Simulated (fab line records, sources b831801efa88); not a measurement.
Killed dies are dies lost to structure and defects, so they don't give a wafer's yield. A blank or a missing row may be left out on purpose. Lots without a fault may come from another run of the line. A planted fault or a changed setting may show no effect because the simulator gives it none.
A struck lot beside a sound one | flow gf180mcu | 14 steps out of a route of 602
Sound: wafers L949.1, L949.4, L949.5. Struck: wafers L962.1, L962.3, L962.6. The cause comes at the end.
At each step with rows: each side's tool, then ch and its chambers, then its first start. Under that, the readings that differ: sound wafers | struck wafers | difference of the means | sigmas: that difference in standard deviations of wafers without a fault.
alike: readings whose means differ by less than 2 such deviations, and words and numbers that are the same on both sides. not compared: withheld readings, readings that some wafer has no value for, bounds like >300 that may hide the same value, and numbers for which the record gives no deviation and whose values overlap.
The two part at a step that has a row with sigmas, a row that says differs or no value, or rows on one side only. Numbers that don't overlap but have no deviation are shown without sigmas and don't part them. A reading that every wafer of one side lacks parts them only if that side has two wafers or more.

GF_HV_LDD_CD_MEAS_46: target cd 400 nm.
  sound on cd_sem-02, day 12 17:39; struck on cd_sem-02, day 17 07:32
  alike: cd_nm
GF_HV_LDD_OVL_MEAS_47:
  sound on overlay-02, day 12 17:46; struck on overlay-01, day 17 07:40
  reading            | sound       | struck         | difference | sigmas
  HV_LDD_03_OVL (nm) | 2.6 3.7 2.0 | -1.2 -1.6 -1.2 | -4.1       | -3
then, 1 step without rows for these wafers: GF_HV_LDD_IMPLANT_48.
GF_HV_LDD_STRIP_49: strips in O2/N2.
  sound on plasma_asher-01 ch 0,1, day 12 17:57; struck on plasma_asher-03 ch 0, day 17 07:51
  alike: drypump_motor_current_A, heater_power_w, oes_product_au, strip_time_to_endpoint_s
  not compared: rf_hours_counter_h
GF_HV_LDD_TW_MEAS_50:
  sound on film_metro-01, day 12 18:03; struck on film_metro-04, day 17 07:57
  alike: HV_LDD_4_TW
then, 1 step without rows for these wafers: GF_HV_LDD_CLEAN_51 (cleans in SC1/SC2, time 150 s).
GF_HV_LDD_RTA_52: time 10 s.
  sound on rtp_anneal-01 ch 0, day 12 18:10; struck on rtp_anneal-02 ch 0, day 17 08:04
  reading            | sound    | struck   | difference | sigmas
  lamp_power_pct (%) | 27 27 27 | 34 34 34 | +7         | +2
  alike: wafer_temp_C_max
GF_HV_LDD_RS_MEAS_53: measures by four-point-probe.
  sound on film_metro-02, day 12 18:14; struck on film_metro-01, day 17 08:07
  alike: HV_LDD_RS
then, 1 step without rows for these wafers: GF_HV_LDD_CVD_54 (deposits SiO2 from TEOS, target thk 10 nm, time 75 s).
GF_HV_LDD_THK_MEAS_55:
  sound on film_metro-02, day 12 19:22; struck on film_metro-01, day 17 09:16
  alike: HV_LDD_CVD_54_THK
then, 1 step without rows for these wafers: GF_HV_LDD_CVD_56 (deposits Si3N4 from DCS/NH3, target thk 90 nm, time 1543 s).
GF_HV_LDD_THK_MEAS_57:
  sound on film_metro-02, day 12 20:52; struck on film_metro-04, day 17 10:45
  alike: HV_LDD_CVD_56_THK
GF_HV_LDD_ETCHBACK_58: etches Si3N4 in CH3F/O2, stops on SiO2, time 100 s, target depth 90 nm.
  sound on rie_diel-02 ch 0,1,2, day 12 20:55; struck on rie_diel-03 ch 2,3, day 17 10:49
  no value came back on the struck wafers for any of 5 readings (O2_flow_sccm (sccm), bias_w (W) and others); on the sound wafers O2_flow_sccm (sccm) reads 30.03 30.16 29.92
  reading                                  | sound             | struck            | difference | sigmas
  model.Si3N4_of_HV_LDD_CVD_56.thk_nm (nm) | 0 0 0             | 89.7 89.62 90.09  | +89.8      |
  model.SiO2_of_HV_LDD_CVD_54.thk_nm (nm)  | 7.416 7.534 7.536 | 10.19 10.12 10.13 | +2.65      |
  not compared: rf_hours_counter_h
-- the record jumps here: 16 days lie between the struck wafers' starts before and after (it left off in module HV_LDD and takes up again in module PASSIVATION, whose first step shown is number 602 of the route) --
GF_PASSIVATION_PROBE_99:
  the record has rows for the struck wafers here (prober-01, day 33 09:23) and none for the sound ones

WHERE THEY PART
First at GF_HV_LDD_OVL_MEAS_47; last, within this record, at GF_PASSIVATION_PROBE_99.

WHY: what the simulator had put in
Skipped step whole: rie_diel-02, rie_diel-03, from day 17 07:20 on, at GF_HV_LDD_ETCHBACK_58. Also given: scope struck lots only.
